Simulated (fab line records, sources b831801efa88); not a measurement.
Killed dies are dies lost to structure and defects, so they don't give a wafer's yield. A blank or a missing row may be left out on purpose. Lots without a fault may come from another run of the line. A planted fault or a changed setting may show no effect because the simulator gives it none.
Matching of chambers / flow gf180mcu / 4 sister chambers for GF_V5_CMP_04 on cmp-01
The step polishes SiO2. 14 wafers are shown with their chamber, then 7 later ones without.

== WAFERS PAIRED WITH THEIR CHAMBERS ==
wafer=L533.3; chamber=2; motor-current-A (A)=12.6; platen-rpm (rpm)=60.04
wafer=L533.4; chamber=3; motor-current-A (A)=14.0; platen-rpm (rpm)=59.94
wafer=L533.5; chamber=1; motor-current-A (A)=12.3; platen-rpm (rpm)=60.05
wafer=L534.1; chamber=0; motor-current-A (A)=11.4; platen-rpm (rpm)=60.02
wafer=L534.3; chamber=1; motor-current-A (A)=11.9; platen-rpm (rpm)=59.99
wafer=L534.6; chamber=2; motor-current-A (A)=12.3; platen-rpm (rpm)=60.02
wafer=L535.1; chamber=3; motor-current-A (A)=13.1; platen-rpm (rpm)=60.04
wafer=L535.5; chamber=2; motor-current-A (A)=13.1; platen-rpm (rpm)=60.02
wafer=L535.6; chamber=3; motor-current-A (A)=14.5; platen-rpm (rpm)=59.93
wafer=L538.1; chamber=0; motor-current-A (A)=11.5; platen-rpm (rpm)=59.97
wafer=L538.3; chamber=3; motor-current-A (A)=13.1; platen-rpm (rpm)=59.98
wafer=L538.6; chamber=2; motor-current-A (A)=12.0; platen-rpm (rpm)=59.96
wafer=L539.3; chamber=3; motor-current-A (A)=14.9; platen-rpm (rpm)=60.00
wafer=L539.4; chamber=0; motor-current-A (A)=11.1; platen-rpm (rpm)=60.00

SIGNATURES (means of the wafers above)
reading=motor-current-A; chamber 0=11.333; chamber 1=12.100; chamber 2=12.500; chamber 3=13.920; scatter within a chamber=0.589
reading=platen-rpm; chamber 0=59.9967; chamber 1=60.0200; chamber 2=60.0100; chamber 3=59.9780; scatter within a chamber=0.0384
Rule: for each reading, subtract the chamber's mean from the wafer's reading, divide by that reading's scatter and square the result; add these up over the readings and take the root, which gives the wafer's distance from the chamber. If the next closest chamber is less than 2 further off than the closest, the wafer can't be placed; otherwise it belongs to the closest. The scatter: the root of (the sum of the squares of (reading less its chamber's mean) over the shown wafers, divided by (wafers less chambers)).

== WAFERS WHOSE CHAMBER IS MISSING ==
wafer=L539.5; motor-current-A (A)=12.4; platen-rpm (rpm)=59.96
wafer=L551.2; motor-current-A (A)=14.0; platen-rpm (rpm)=60.01
wafer=L551.5; motor-current-A (A)=13.1; platen-rpm (rpm)=60.01
wafer=L551.6; motor-current-A (A)=13.5; platen-rpm (rpm)=60.03
wafer=L552.2; motor-current-A (A)=11.0; platen-rpm (rpm)=59.91
wafer=L552.4; motor-current-A (A)=11.9; platen-rpm (rpm)=60.02
wafer=L552.6; motor-current-A (A)=14.0; platen-rpm (rpm)=60.02

== EACH ONE'S CHAMBER ==
wafer=L539.5; from the rows above=can't be placed: 2 or 1 or 0 or 3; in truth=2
wafer=L551.2; from the rows above=can't be placed: 3 or 2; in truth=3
wafer=L551.5; from the rows above=can't be placed: 2 or 3 or 1 or 0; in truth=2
wafer=L551.6; from the rows above=can't be placed: 3 or 2 or 1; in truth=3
wafer=L552.2; from the rows above=can't be placed: 0 or 1 or 2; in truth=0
wafer=L552.4; from the rows above=can't be placed: 1 or 2 or 0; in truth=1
wafer=L552.6; from the rows above=can't be placed: 3 or 2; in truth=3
Correct placement for 0 of the 7. Unplaceable from these rows: 7, with the true chamber sitting among the candidates in 7. Placed wrongly: 0.
